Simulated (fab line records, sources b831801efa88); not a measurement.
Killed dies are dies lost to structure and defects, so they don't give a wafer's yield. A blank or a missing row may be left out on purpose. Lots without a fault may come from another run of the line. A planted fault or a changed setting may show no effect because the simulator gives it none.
Which tool did it? | flow sfq_line | 14 lots, 42 wafers sampled, at 2 steps of a route of 325

WHAT THE GAUGES READ, wafer by wafer
SFQ_I6_BOW_MEAS_941. Usual: I6_BOW 7 um, standard deviation 12.
lot  | measured     | on            | I6_BOW (um) | flag
L911 | day 73 05:33 | film_metro-03 | 4 8 3       |
L912 | day 73 10:19 | film_metro-04 | 5 10 6      |
L913 | day 73 17:32 | film_metro-01 | 18 19 4     |
L914 | day 74 01:57 | film_metro-04 | -4 0 2      |
L926 | day 81 20:22 | film_metro-04 | 4 -9 -5     |
L925 | day 81 23:26 | film_metro-01 | -6 -2 -6    |
L927 | day 82 09:34 | film_metro-03 | 29 14 25    |
L928 | day 82 11:28 | film_metro-04 | -2 -13 -7   |
L929 | day 83 04:46 | film_metro-01 | 10 26 15    |
L930 | day 83 17:46 | film_metro-04 | 7 6 11      |
L931 | day 83 20:12 | film_metro-01 | 15 25 14    |
L932 | day 83 23:11 | film_metro-03 | 0 20 0      |
L933 | day 84 12:38 | film_metro-01 | -5 1 -4     |
L934 | day 84 20:16 | film_metro-03 | -7 -13 3    |

SFQ_M7_OVL_MEAS_945. Usual: M7_OVL 2 nm, standard deviation 6.1.
lot  | measured     | on         | M7_OVL (nm) | flag
L911 | day 81 13:53 | overlay-02 | -4 -3 -5    |
L912 | day 82 10:17 | overlay-02 | -3 4 3      |
L913 | day 82 13:54 | overlay-02 | 3 1 3       |
L914 | day 82 18:41 | overlay-01 | 0 2 -3      |
L926 | day 86 05:52 | overlay-01 | -13 1 -4    |
L925 | day 86 10:41 | overlay-01 | 12 10 11    |
L927 | day 86 20:16 | overlay-02 | 4 2 8       |
L928 | day 86 22:40 | overlay-02 | 1 3 9       |
L929 | day 87 16:16 | overlay-02 | -6 -4 -10   |
L930 | day 88 10:23 | overlay-01 | -1 -2 2     |
L931 | day 88 11:44 | overlay-01 | 5 5 1       |
L932 | day 92 01:50 | overlay-02 | -1 3 8      |
L933 | day 92 21:10 | overlay-02 | 1 -2 4      |
L934 | day 93 00:46 | overlay-01 | 1 -8 -1     |

WHICH TOOL RAN EACH LOT (tool, then ch and the chambers of the sampled wafers, then the start)
The record holds no process step before these readings.

WHAT THE TOOLS THEMSELVES READ (means of the sampled wafers that have a number; where no wafer has one, the mark that the record gives instead)
The record holds no such reading with a usual standard deviation.

THE ANSWER, worked out from the rows above alone
Rule: a lot is off if the mean of its wafers that have a number lies more than 3 standard deviations from the usual mean. A lot without any number at a reading at which 4 lots or more have one is off too. The other lots that the step has rows for count as sound. The gauges are gone through in route order, then the tools' own readings, and for those a lot's mean is taken as printed above. The first step at which some lot is off is used, and at that step the reading that is off furthest; a lot without a number counts as furthest.
No lot is off at any reading shown: from this, nothing can be told.

WHAT THE SIMULATOR HAD PUT IN
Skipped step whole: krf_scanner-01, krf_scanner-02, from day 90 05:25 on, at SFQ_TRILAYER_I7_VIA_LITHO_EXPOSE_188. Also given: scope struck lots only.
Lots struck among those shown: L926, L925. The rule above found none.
